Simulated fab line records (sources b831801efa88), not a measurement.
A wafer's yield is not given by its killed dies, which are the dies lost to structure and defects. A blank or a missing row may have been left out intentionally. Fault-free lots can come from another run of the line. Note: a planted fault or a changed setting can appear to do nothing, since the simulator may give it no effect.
Matching of chambers	flow sfq_line	SFQ_TRILAYER_I0_CMP_CMP_028 on cmp-02 has 4 sister chambers
The step polishes SiO2. 4 wafers are shown with their chamber, then 7 later ones without.

## WAFERS WITH THEIR CHAMBER
wafer	chamber	motor_current_A (A)
L668.2	3	10.2
L669.2	2	8.8
L671.2	1	9.2
L671.5	0	10.4

## WAFERS MISSING THEIR CHAMBER
wafer	motor_current_A (A)
L671.6	9.7
L672.2	9.8
L672.6	9.8
L673.4	9.5
L673.2	10.1
L674.2	9.5
L674.6	9.6

## WHICH CHAMBER EACH ONE RAN IN
wafer	from the rows above	in truth
L671.6	can't be placed: 1 or 3 or 0 or 2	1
L672.2	can't be placed: 3 or 0 or 1 or 2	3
L672.6	can't be placed: 3 or 0 or 1 or 2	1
L673.4	can't be placed: 1 or 2 or 3 or 0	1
L673.2	can't be placed: 3 or 0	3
L674.2	can't be placed: 1 or 2 or 3 or 0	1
L674.6	can't be placed: 1 or 3 or 2 or 0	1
Placed correctly: 0 of 7. From these rows, 7 cannot be placed; in 7 the true chamber is one of the candidates. Placed wrongly: 0.
How it was worked out, from the rows above alone: a wafer's distance from a chamber is the root of the sum, over the readings, of the square of ((its reading less the chamber's mean) divided by the reading's scatter). The wafer belongs to the nearest chamber; if the next one is less than 2 further off, it can't be placed. For every chamber, the mean is computed from those of its wafers that are shown. The scatter: with one shown wafer a chamber, the root of the mean of the squares of how far each hidden wafer lies from its nearest shown one.
